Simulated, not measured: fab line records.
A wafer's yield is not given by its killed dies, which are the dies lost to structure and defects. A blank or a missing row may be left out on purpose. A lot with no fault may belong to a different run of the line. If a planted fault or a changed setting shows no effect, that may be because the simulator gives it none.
fab line records || flow gf180mcu
record: {"lots": 7, "wafers": 21, "last-day": 34}
route steps=602 shown DUAL_GATE@153 POLY_GATE@157
lots with no fault: from the same line, run without faults
start-h: hours from the record's first day to the start of the lot's first wafer shown || wait-h: how many hours have passed since the lot's step before this one || " repeats the value in the row above || L1.1+2: one row covering several wafers at once || - value missing, or start not given || * or withheld: withheld || < > ~ a bound
route shown NAME@n: NAME is a module with steps in the file, n the number in the route of the first one || usual: mean/standard deviation of fault-free wafers || same: alike in all rows || chamber/n: place in a boat || sites: readings site by site || _std_site: standard deviation across them || _edge_site: outer sites' mean less inner sites' || radius-mm: for every site, how far away it sits from the centre of the wafer || mask NAME#n: copy n || behind: the last tool/chamber to shape the wafer || hold: reason for holding the lot/hours on hold/outcome of the hold || device: the n, p or np transistor that did not switch || end of line: the same wafers' tests at the end of the route || for a step that has no rows: nothing shown but its recipe || killed: dies that structure and defects cost at the first sort, which is not the same as the wafer's yield || map: the dies of a wafer, with x for killed, . for not killed, _ for no die there
set.NAME: the setting as run; set.NAME@STEP: as run at that earlier step || model.NAME: the simulator's own value behind a step, which no gauge read
lots at selected steps of the route; one table per step, one row per wafer
services: when a tool's chamber went out of use (start-h, in hours from the record's first day, below 0 if earlier), for how many hours, and the reason
== steps ==
step: GF_DUAL_GATE_WET_ETCH_12
recipe: {"chemistry": "dHF", "target-depth-nm": 13, "dry": "n2-spin", "target": "SiO2", "temp-c": 25, "dilution": "100:1", "time-s": 260}
step: GF_DUAL_GATE_STRIP_13
recipe: {"chemistry": "O2/N2", "power-w": 1400, "pressure-mtorr": 1500, "platen-temp-c": 250, "o2-flow-sccm": 3000, "n2-flow-sccm": 300, "overash-fraction": 0.5}
usual: {"drypump-motor-current-A": "5.58/0.078", "heater-power-w": "306/31", "oes-product-au": "0.716/0.0046", "strip-time-to-endpoint-s": "12.64/0.033"}
{"lot.wafer": "L624.1", "tool": "plasma-asher-03", "chamber": 0, "start-h": 223.53, "wait-h": 0.0, "drypump-motor-current-A": 5.61, "heater-power-w": 277, "oes-product-au": 0.718, "rf-hours-counter-h": 58, "strip-time-to-endpoint-s": 12.62}
{"lot.wafer": "L624.4", "tool": "plasma-asher-03", "chamber": 1, "start-h": 223.53, "wait-h": 0.0, "drypump-motor-current-A": 5.64, "heater-power-w": 297, "oes-product-au": 0.725, "rf-hours-counter-h": "-", "strip-time-to-endpoint-s": 12.61}
{"lot.wafer": "L624.5", "tool": "plasma-asher-03", "chamber": 1, "start-h": 223.53, "wait-h": 0.0, "drypump-motor-current-A": 5.62, "heater-power-w": 301, "oes-product-au": 0.715, "rf-hours-counter-h": "-", "strip-time-to-endpoint-s": 12.64}
{"lot.wafer": "L633.2", "tool": "plasma-asher-01", "chamber": 1, "start-h": 282.34, "wait-h": 0.0, "drypump-motor-current-A": 5.70, "heater-power-w": 358, "oes-product-au": 0.711, "rf-hours-counter-h": 62, "strip-time-to-endpoint-s": 12.65}
{"lot.wafer": "L633.4", "tool": "plasma-asher-01", "chamber": 0, "start-h": 282.34, "wait-h": 0.0, "drypump-motor-current-A": 5.51, "heater-power-w": 285, "oes-product-au": 0.715, "rf-hours-counter-h": "-", "strip-time-to-endpoint-s": 12.58}
{"lot.wafer": "L633.5", "tool": "plasma-asher-01", "chamber": 1, "start-h": 282.34, "wait-h": 0.0, "drypump-motor-current-A": 5.69, "heater-power-w": 365, "oes-product-au": 0.721, "rf-hours-counter-h": "-", "strip-time-to-endpoint-s": 12.61}
{"lot.wafer": "L634.1", "tool": "plasma-asher-01", "chamber": 0, "start-h": 290.39, "wait-h": 0.0, "drypump-motor-current-A": 5.48, "heater-power-w": 275, "oes-product-au": 0.720, "rf-hours-counter-h": 63, "strip-time-to-endpoint-s": 12.71}
{"lot.wafer": "L634.4", "tool": "plasma-asher-01", "chamber": 1, "start-h": 290.39, "wait-h": 0.0, "drypump-motor-current-A": 5.63, "heater-power-w": 347, "oes-product-au": 0.712, "rf-hours-counter-h": "-", "strip-time-to-endpoint-s": 12.63}
{"lot.wafer": "L634.6", "tool": "plasma-asher-01", "chamber": 1, "start-h": 290.39, "wait-h": 0.0, "drypump-motor-current-A": 5.66, "heater-power-w": 359, "oes-product-au": 0.725, "rf-hours-counter-h": "-", "strip-time-to-endpoint-s": 12.68}
{"lot.wafer": "L635.2", "tool": "plasma-asher-01", "chamber": 0, "start-h": 295.83, "wait-h": 0.0, "drypump-motor-current-A": 5.50, "heater-power-w": 280, "oes-product-au": 0.718, "rf-hours-counter-h": 63, "strip-time-to-endpoint-s": 12.69}
{"lot.wafer": "L635.3", "tool": "plasma-asher-01", "chamber": 0, "start-h": 295.83, "wait-h": 0.0, "drypump-motor-current-A": 5.50, "heater-power-w": 287, "oes-product-au": 0.719, "rf-hours-counter-h": "-", "strip-time-to-endpoint-s": 12.70}
{"lot.wafer": "L635.4", "tool": "plasma-asher-01", "chamber": 1, "start-h": 295.83, "wait-h": 0.0, "drypump-motor-current-A": 5.65, "heater-power-w": 357, "oes-product-au": 0.721, "rf-hours-counter-h": "-", "strip-time-to-endpoint-s": 12.67}
{"lot.wafer": "L636.1", "tool": "plasma-asher-03", "chamber": 0, "start-h": 304.63, "wait-h": 0.0, "drypump-motor-current-A": 5.63, "heater-power-w": 273, "oes-product-au": 0.719, "rf-hours-counter-h": 65, "strip-time-to-endpoint-s": 12.62}
{"lot.wafer": "L636.3", "tool": "plasma-asher-03", "chamber": 0, "start-h": 304.63, "wait-h": 0.0, "drypump-motor-current-A": 5.63, "heater-power-w": 273, "oes-product-au": 0.717, "rf-hours-counter-h": "-", "strip-time-to-endpoint-s": 12.64}
{"lot.wafer": "L636.5", "tool": "plasma-asher-03", "chamber": 1, "start-h": 304.63, "wait-h": 0.0, "drypump-motor-current-A": 5.62, "heater-power-w": 305, "oes-product-au": 0.717, "rf-hours-counter-h": "-", "strip-time-to-endpoint-s": 12.62}
{"lot.wafer": "L640.1", "tool": "plasma-asher-01", "chamber": 0, "start-h": 333.00, "wait-h": 0.0, "drypump-motor-current-A": 5.50, "heater-power-w": 277, "oes-product-au": 0.721, "rf-hours-counter-h": 67, "strip-time-to-endpoint-s": 12.64}
{"lot.wafer": "L640.3", "tool": "plasma-asher-01", "chamber": 1, "start-h": 333.00, "wait-h": 0.0, "drypump-motor-current-A": 5.68, "heater-power-w": 363, "oes-product-au": 0.721, "rf-hours-counter-h": "-", "strip-time-to-endpoint-s": 12.64}
{"lot.wafer": "L640.6", "tool": "plasma-asher-01", "chamber": 0, "start-h": 333.00, "wait-h": 0.0, "drypump-motor-current-A": 5.51, "heater-power-w": 278, "oes-product-au": 0.713, "rf-hours-counter-h": "-", "strip-time-to-endpoint-s": 12.66}
{"lot.wafer": "L641.4", "tool": "plasma-asher-03", "chamber": 1, "start-h": 341.65, "wait-h": 0.0, "drypump-motor-current-A": 5.64, "heater-power-w": 306, "oes-product-au": 0.718, "rf-hours-counter-h": "-", "strip-time-to-endpoint-s": 12.62}
{"lot.wafer": "L641.5", "tool": "plasma-asher-03", "chamber": 1, "start-h": 341.65, "wait-h": 0.0, "drypump-motor-current-A": 5.63, "heater-power-w": 306, "oes-product-au": 0.716, "rf-hours-counter-h": "-", "strip-time-to-endpoint-s": 12.61}
{"lot.wafer": "L641.6", "tool": "plasma-asher-03", "chamber": 0, "start-h": 341.65, "wait-h": 0.0, "drypump-motor-current-A": 5.58, "heater-power-w": 273, "oes-product-au": 0.714, "rf-hours-counter-h": "-", "strip-time-to-endpoint-s": 12.63}
step: GF_DUAL_GATE_CLEAN_14
recipe: {"chemistry": "SC1/SC2", "mix": "1:4:20", "temp-c": 70, "time-s": 150, "dry": "n2-spin"}
step: GF_DUAL_GATE_OXIDATION_15
recipe: {"temp-c": 850, "ambient": "O2", "stabilise-s": 600, "purge-s": 300, "target-thk-a": 70.98, "ox-time-s": 1995}
step: GF_POLY_GATE_CVD_00
recipe: {"material": "poly-Si", "target-thk-nm": 200, "temp-c": 620, "time-s": 1200, "pressure-mtorr": 200}
step: GF_POLY_GATE_THK_MEAS_01
recipe: {"reads": "poly-Si_of_POLY_GATE_CVD_00"}
usual: {"POLY_GATE_CVD_00_THK": "199.4/2.3"}
{"lot.wafer": "L624.1", "tool": "film-metro-03", "chamber": "-", "start-h": 228.66, "wait-h": 0.0, "POLY_GATE_CVD_00_THK[nm]": 199.7}
{"lot.wafer": "L624.4", "tool": "film-metro-03", "chamber": "-", "start-h": 228.66, "wait-h": 0.0, "POLY_GATE_CVD_00_THK[nm]": 200.7}
{"lot.wafer": "L624.5", "tool": "film-metro-03", "chamber": "-", "start-h": 228.66, "wait-h": 0.0, "POLY_GATE_CVD_00_THK[nm]": 199.5}
{"lot.wafer": "L633.2", "tool": "film-metro-02", "chamber": "-", "start-h": 285.38, "wait-h": 0.0, "POLY_GATE_CVD_00_THK[nm]": 201.4}
{"lot.wafer": "L633.4", "tool": "film-metro-02", "chamber": "-", "start-h": 285.38, "wait-h": 0.0, "POLY_GATE_CVD_00_THK[nm]": 200.6}
{"lot.wafer": "L633.5", "tool": "film-metro-02", "chamber": "-", "start-h": 285.38, "wait-h": 0.0, "POLY_GATE_CVD_00_THK[nm]": 200.1}
{"lot.wafer": "L634.1", "tool": "film-metro-03", "chamber": "-", "start-h": 294.87, "wait-h": 0.0, "POLY_GATE_CVD_00_THK[nm]": 200.2}
{"lot.wafer": "L634.4", "tool": "film-metro-03", "chamber": "-", "start-h": 294.87, "wait-h": 0.0, "POLY_GATE_CVD_00_THK[nm]": 201.4}
{"lot.wafer": "L634.6", "tool": "film-metro-03", "chamber": "-", "start-h": 294.87, "wait-h": 0.0, "POLY_GATE_CVD_00_THK[nm]": 200.6}
{"lot.wafer": "L635.2", "tool": "film-metro-01", "chamber": "-", "start-h": 300.30, "wait-h": 0.0, "POLY_GATE_CVD_00_THK[nm]": 201.5}
{"lot.wafer": "L635.3", "tool": "film-metro-01", "chamber": "-", "start-h": 300.30, "wait-h": 0.0, "POLY_GATE_CVD_00_THK[nm]": 202.0}
{"lot.wafer": "L635.4", "tool": "film-metro-01", "chamber": "-", "start-h": 300.30, "wait-h": 0.0, "POLY_GATE_CVD_00_THK[nm]": 202.6}
{"lot.wafer": "L636.1", "tool": "film-metro-01", "chamber": "-", "start-h": 307.67, "wait-h": 0.0, "POLY_GATE_CVD_00_THK[nm]": 203.6}
{"lot.wafer": "L636.3", "tool": "film-metro-01", "chamber": "-", "start-h": 307.67, "wait-h": 0.0, "POLY_GATE_CVD_00_THK[nm]": 202.1}
{"lot.wafer": "L636.5", "tool": "film-metro-01", "chamber": "-", "start-h": 307.67, "wait-h": 0.0, "POLY_GATE_CVD_00_THK[nm]": 203.3}
{"lot.wafer": "L640.1", "tool": "film-metro-02", "chamber": "-", "start-h": 336.04, "wait-h": 0.0, "POLY_GATE_CVD_00_THK[nm]": 199.9}
{"lot.wafer": "L640.3", "tool": "film-metro-02", "chamber": "-", "start-h": 336.04, "wait-h": 0.0, "POLY_GATE_CVD_00_THK[nm]": 199.4}
{"lot.wafer": "L640.6", "tool": "film-metro-02", "chamber": "-", "start-h": 336.04, "wait-h": 0.0, "POLY_GATE_CVD_00_THK[nm]": 198.1}
{"lot.wafer": "L641.4", "tool": "film-metro-01", "chamber": "-", "start-h": 344.68, "wait-h": 0.0, "POLY_GATE_CVD_00_THK[nm]": 200.6}
{"lot.wafer": "L641.5", "tool": "film-metro-01", "chamber": "-", "start-h": 344.68, "wait-h": 0.0, "POLY_GATE_CVD_00_THK[nm]": 200.2}
{"lot.wafer": "L641.6", "tool": "film-metro-01", "chamber": "-", "start-h": 344.68, "wait-h": 0.0, "POLY_GATE_CVD_00_THK[nm]": 201.0}
step: GF_POLY_GATE_DEHYDRATE_02
recipe: {"temp-c": 200, "time-s": 60}
step: GF_POLY_GATE_HMDS_03
recipe: {"prime-time-s": 60, "prime-temp-c": 120}
step: GF_POLY_GATE_COAT_04
recipe: {"resist": "BARC", "temp-c": "withheld", "time-s": "withheld", "spin-rpm": "withheld", "resist-thk-nm": "withheld"}
step: GF_POLY_GATE_COAT_05
recipe: {"resist": "KrF", "spin-rpm": "withheld", "resist-thk-nm": 700}
step: GF_POLY_GATE_SOFTBAKE_06
recipe: {"temp-c": 130, "time-s": 60, "resist": "KrF"}
step: GF_POLY_GATE_EXPOSE_07
recipe: {"mask-id": "Poly2", "target-cd-nm": 280, "na": 0.68, "source-shape": "conventional", "sigma-outer": 0.6, "dose-mj": 28}
step: GF_POLY_GATE_PEB_08
recipe: {"peb-temp-c": 135, "peb-time-s": 90, "resist": "KrF"}
usual: {"chill-plate-temp-C": "22.99/0.1", "exhaust-pa": "44.9/0.72", "peb-time-s": "90/0", "resist-line-temp-C": "22.98/0.11"}
{"lot.wafer": "L624.1", "tool": "litho-track-04", "chamber": 0, "start-h": 247.27, "wait-h": "-", "chill-plate-temp-C": 23.01, "exhaust-pa": 43.7, "peb-time-s": 90, "resist-line-temp-C": 22.99}
{"lot.wafer": "L624.4", "tool": "litho-track-04", "chamber": 0, "start-h": 247.27, "wait-h": "-", "chill-plate-temp-C": 23.03, "exhaust-pa": 44.9, "peb-time-s": 90, "resist-line-temp-C": 22.97}
{"lot.wafer": "L624.5", "tool": "litho-track-04", "chamber": 0, "start-h": 247.27, "wait-h": "-", "chill-plate-temp-C": 23.02, "exhaust-pa": 45.7, "peb-time-s": 90, "resist-line-temp-C": 22.87}
{"lot.wafer": "L633.2", "tool": "litho-track-02", "chamber": 0, "start-h": 305.50, "wait-h": "-", "chill-plate-temp-C": 23.06, "exhaust-pa": 45.5, "peb-time-s": 90, "resist-line-temp-C": 22.95}
{"lot.wafer": "L633.4", "tool": "litho-track-02", "chamber": 0, "start-h": 305.50, "wait-h": "-", "chill-plate-temp-C": 22.97, "exhaust-pa": 45.3, "peb-time-s": 90, "resist-line-temp-C": 23.09}
{"lot.wafer": "L633.5", "tool": "litho-track-02", "chamber": 0, "start-h": 305.50, "wait-h": "-", "chill-plate-temp-C": 23.09, "exhaust-pa": 45.5, "peb-time-s": 90, "resist-line-temp-C": 23.25}
{"lot.wafer": "L634.1", "tool": "litho-track-01", "chamber": "-", "start-h": 315.18, "wait-h": "-", "chill-plate-temp-C": "-", "exhaust-pa": "-", "peb-time-s": "-", "resist-line-temp-C": "-"}
{"lot.wafer": "L634.4", "tool": "litho-track-01", "chamber": "-", "start-h": 315.18, "wait-h": "-", "chill-plate-temp-C": "-", "exhaust-pa": "-", "peb-time-s": "-", "resist-line-temp-C": "-"}
{"lot.wafer": "L634.6", "tool": "litho-track-01", "chamber": "-", "start-h": 315.18, "wait-h": "-", "chill-plate-temp-C": "-", "exhaust-pa": "-", "peb-time-s": "-", "resist-line-temp-C": "-"}
{"lot.wafer": "L635.2", "tool": "litho-track-04", "chamber": "-", "start-h": 320.76, "wait-h": "-", "chill-plate-temp-C": "-", "exhaust-pa": "-", "peb-time-s": "-", "resist-line-temp-C": "-"}
{"lot.wafer": "L635.3", "tool": "litho-track-04", "chamber": "-", "start-h": 320.76, "wait-h": "-", "chill-plate-temp-C": "-", "exhaust-pa": "-", "peb-time-s": "-", "resist-line-temp-C": "-"}
{"lot.wafer": "L635.4", "tool": "litho-track-04", "chamber": "-", "start-h": 320.76, "wait-h": "-", "chill-plate-temp-C": "-", "exhaust-pa": "-", "peb-time-s": "-", "resist-line-temp-C": "-"}
{"lot.wafer": "L636.1", "tool": "litho-track-01", "chamber": "-", "start-h": 328.23, "wait-h": "-", "chill-plate-temp-C": "-", "exhaust-pa": "-", "peb-time-s": "-", "resist-line-temp-C": "-"}
{"lot.wafer": "L636.3", "tool": "litho-track-01", "chamber": "-", "start-h": 328.23, "wait-h": "-", "chill-plate-temp-C": "-", "exhaust-pa": "-", "peb-time-s": "-", "resist-line-temp-C": "-"}
{"lot.wafer": "L636.5", "tool": "litho-track-01", "chamber": "-", "start-h": 328.23, "wait-h": "-", "chill-plate-temp-C": "-", "exhaust-pa": "-", "peb-time-s": "-", "resist-line-temp-C": "-"}
{"lot.wafer": "L640.1", "tool": "litho-track-04", "chamber": 0, "start-h": 357.57, "wait-h": "-", "chill-plate-temp-C": 23.05, "exhaust-pa": 45.6, "peb-time-s": 90, "resist-line-temp-C": 23.12}
{"lot.wafer": "L640.3", "tool": "litho-track-04", "chamber": 0, "start-h": 357.57, "wait-h": "-", "chill-plate-temp-C": 22.93, "exhaust-pa": 45.5, "peb-time-s": 90, "resist-line-temp-C": 23.03}
{"lot.wafer": "L640.6", "tool": "litho-track-04", "chamber": 0, "start-h": 357.57, "wait-h": "-", "chill-plate-temp-C": 22.94, "exhaust-pa": 46.0, "peb-time-s": 90, "resist-line-temp-C": 23.07}
{"lot.wafer": "L641.4", "tool": "litho-track-02", "chamber": 0, "start-h": 366.47, "wait-h": "-", "chill-plate-temp-C": 23.00, "exhaust-pa": 42.9, "peb-time-s": 90, "resist-line-temp-C": 23.14}
{"lot.wafer": "L641.5", "tool": "litho-track-02", "chamber": 0, "start-h": 366.47, "wait-h": "-", "chill-plate-temp-C": 22.97, "exhaust-pa": 44.2, "peb-time-s": 90, "resist-line-temp-C": 23.14}
{"lot.wafer": "L641.6", "tool": "litho-track-02", "chamber": 0, "start-h": 366.47, "wait-h": "-", "chill-plate-temp-C": 23.10, "exhaust-pa": 44.2, "peb-time-s": 90, "resist-line-temp-C": 22.94}
step: GF_POLY_GATE_DEVELOP_09
recipe: {"develop-time-s": 60, "resist": "KrF", "dev-temp-c": 20.5}
== services ==
{"tool": "plasma-asher-03", "chamber": "-", "start-h": 231.27, "hours": 2.1, "kind": "repair"}
{"tool": "plasma-asher-01", "chamber": "-", "start-h": 250.25, "hours": 5.4, "kind": "repair"}
{"tool": "plasma-asher-03", "chamber": "-", "start-h": 253.11, "hours": 10.0, "kind": "pm"}
{"tool": "plasma-asher-03", "chamber": "-", "start-h": 353.70, "hours": 2.9, "kind": "repair"}
{"tool": "plasma-asher-01", "chamber": "-", "start-h": 358.21, "hours": 3.0, "kind": "repair"}
== key ==
first-sign: {"step": "GF_POLY_GATE_PEB_08", "reading": "tool-record", "direction": "missing"}
effect none on later readings
met-at GF_POLY_GATE_PEB_08
struck-wafers L634.1,L634.4,L634.6,L635.2,L635.3,L635.4,L636.1,L636.3,L636.5
later-rows-left-out L634.1,L634.4,L634.6,L635.2,L635.3,L635.4,L636.1,L636.3,L636.5
sort-left-out L634.1,L634.4,L634.6,L635.2,L635.3,L635.4,L636.1,L636.3,L636.5
tester-left-out L634,L635,L636
onset-between 247.27 315.18
fault: {"kind": "skipped-step-whole", "tool": "litho-track-01,litho-track-04", "chamber": "-", "onset-h": 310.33, "steps": "GF_POLY_GATE_PEB_08", "scope": "struck-lots-only"}
tester-left-out: of these lots the tester's yield and bins aren't shown, on N5 and GAA mostly nor the transistor test; their killed dies are dies lost to structure and defects alone, not to doping, threshold or leakage, so they don't give the yield
sort-left-out: the simulated sort isn't trusted on such a fault, so these wafers' sort isn't shown, and their yield isn't known
later-rows-left-out: the simulator's readings of these wafers behind a module that went badly wrong aren't trusted and aren't shown, but for the sort
